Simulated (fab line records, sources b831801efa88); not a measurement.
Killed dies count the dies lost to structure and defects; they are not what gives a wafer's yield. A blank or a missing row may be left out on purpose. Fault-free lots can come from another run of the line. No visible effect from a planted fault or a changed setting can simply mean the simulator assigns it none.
The tool behind it: which one? | flow gf180mcu | Sampling: 13 lots, 39 wafers, 2 of 602 route steps

WHAT EACH GAUGE READ, for each wafer
GF_V3_THK_MEAS_25: measures by xrf.
lot  | measured     | on            | V3_W_THK (nm)
L695 | day 22 04:27 | film-metro-01 | 350 349 353
L696 | day 22 06:00 | film-metro-04 | 352 347 350
L697 | day 22 22:28 | film-metro-01 | 360 356 350
L699 | day 23 18:33 | film-metro-04 | 347 349 350
L700 | day 24 01:05 | film-metro-04 | 355 349 349
L701 | day 24 13:11 | film-metro-01 | 366 371 356
L706 | day 26 00:16 | film-metro-04 | 351 352 347
L713 | day 28 15:13 | film-metro-04 | 350 346 358
L714 | day 28 23:48 | film-metro-02 | 357 354 364
L715 | day 29 05:24 | film-metro-01 | 356 357 352
L716 | day 29 11:24 | film-metro-04 | 353 348 346
L717 | day 29 13:44 | film-metro-02 | 354 356 349
L718 | day 30 00:37 | film-metro-02 | 359 360 360

GF_V5_THK_MEAS_01.
lot  | measured     | on            | V5_CVD_00_THK (nm)
L695 | day 26 03:22 | film-metro-04 | 304.5 299.8 303.2
L696 | day 26 05:08 | film-metro-04 | 299.4 296.8 296.7
L697 | day 26 19:53 | film-metro-04 | 299.9 300.2 301.8
L699 | day 27 13:38 | film-metro-02 | 300.5 302.6 304.2
L700 | day 27 18:58 | film-metro-04 | 296.6 296.1 297.8
L701 | day 28 06:15 | film-metro-02 | 297.1 295.3 298.7
L706 | day 29 12:29 | film-metro-04 | 300.7 298.4 300.8
L713 | day 31 20:18 | film-metro-01 | 297.0 300.9 300.1
L714 | day 32 04:07 | film-metro-01 | 299.7 297.6 297.5
L715 | day 32 09:50 | film-metro-04 | 298.5 294.9 297.2
L716 | day 32 14:13 | film-metro-04 | 295.9 297.6 301.1
L717 | day 32 15:36 | film-metro-02 | 297.4 298.0 294.7
L718 | day 33 00:31 | film-metro-02 | 295.5 299.1 295.5

EACH LOT AND THE TOOL THAT RAN IT (in order: tool; ch and the chambers of the sampled wafers; start)
Record: no process step prior to these readings.

WHAT THE TOOLS THEMSELVES READ (means of the sampled wafers that have a number; where no wafer has one, the mark that the record gives instead)
The record holds no such reading with a usual standard deviation.

THE ANSWER, worked out from the rows above alone
Rule: what is usual is taken from the lots themselves. Put in order of their means at a reading, lots are off if they are a third of the lots or fewer, leave a main group of 4 or more, and stand apart from it by a gap of 3 or more times the standard deviation of the main group's means; of several such gaps the widest counts. Not used: any main group whose means are identical at the precision the tables above print for the reading. Also off: a lot with no number at a reading for which 4 or more lots have one. The other lots that the step has rows for count as sound. Order of review: gauges by route order, followed by the tools' own readings, for which a lot's mean as printed above is used. The first step at which some lot is off is used, and at that step the reading that is off furthest; a lot without a number counts as furthest.
Nothing can be told from this: no lot is off at any reading shown.

WHAT THE SIMULATOR HAD INSERTED
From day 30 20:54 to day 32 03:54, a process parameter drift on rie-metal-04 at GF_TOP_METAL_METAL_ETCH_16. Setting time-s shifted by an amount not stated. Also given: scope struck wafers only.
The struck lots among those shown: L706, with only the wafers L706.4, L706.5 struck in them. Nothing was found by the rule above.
